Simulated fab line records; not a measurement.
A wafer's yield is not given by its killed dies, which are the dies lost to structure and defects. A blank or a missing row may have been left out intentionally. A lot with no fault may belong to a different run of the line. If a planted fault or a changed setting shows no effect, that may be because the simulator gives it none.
Chamber matching    flow sky130    cmp-02 running SKY_LI_CONTACT_CMP_24: 4 sister chambers
The step polishes, stops on PSG, t overpolish 20 s, target thk 0 nm. 7 wafers are shown with their chamber, then 7 later ones without.

== WAFERS PAIRED WITH THEIR CHAMBERS ==
wafer   chamber  motorCurrentA (A)  timeToEndpointS (s)
L587.5  1        12.7               95
L589.2  2        14.0               92
L592.1  3        11.9               94
L592.2  2        12.8               93
L592.4  0        12.6               95
L596.1  0        12.0               93
L596.4  3        11.7               97

== WAFERS WHOSE CHAMBER IS MISSING ==
wafer   motorCurrentA (A)  timeToEndpointS (s)
L596.5  11.3               95
L597.2  13.5               97
L597.4  10.8               94
L597.5  12.5               101
L605.3  12.1               99
L605.4  13.9               99
L605.5  13.7               98

== CHAMBER TAKEN BY EACH ==
wafer   from the rows above                in truth
L596.5  can't be placed: 3 or 0 or 1       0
L597.2  can't be placed: 1 or 0 or 2 or 3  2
L597.4  can't be placed: 3 or 0 or 1       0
L597.5  can't be placed: 3 or 1 or 0 or 2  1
L605.3  can't be placed: 3 or 1 or 0       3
L605.4  can't be placed: 1 or 2 or 0 or 3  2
L605.5  can't be placed: 1 or 0 or 2 or 3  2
Correctly placed: 0 of 7. These rows do not allow placing 7 (true chamber among the candidates in 7). 0 placed wrongly.
How it was worked out, from the rows above alone: a wafer's distance from a chamber is the root of the sum, over the readings, of the square of ((its reading less the chamber's mean) divided by the reading's scatter). The wafer belongs to the nearest chamber; if the next one is less than 2 further off, it can't be placed. The mean given for a chamber averages the wafers shown for that chamber. The scatter: take each reading less its chamber's mean, square it, sum over the shown wafers, divide by the number of wafers less the number of chambers, and take the root.
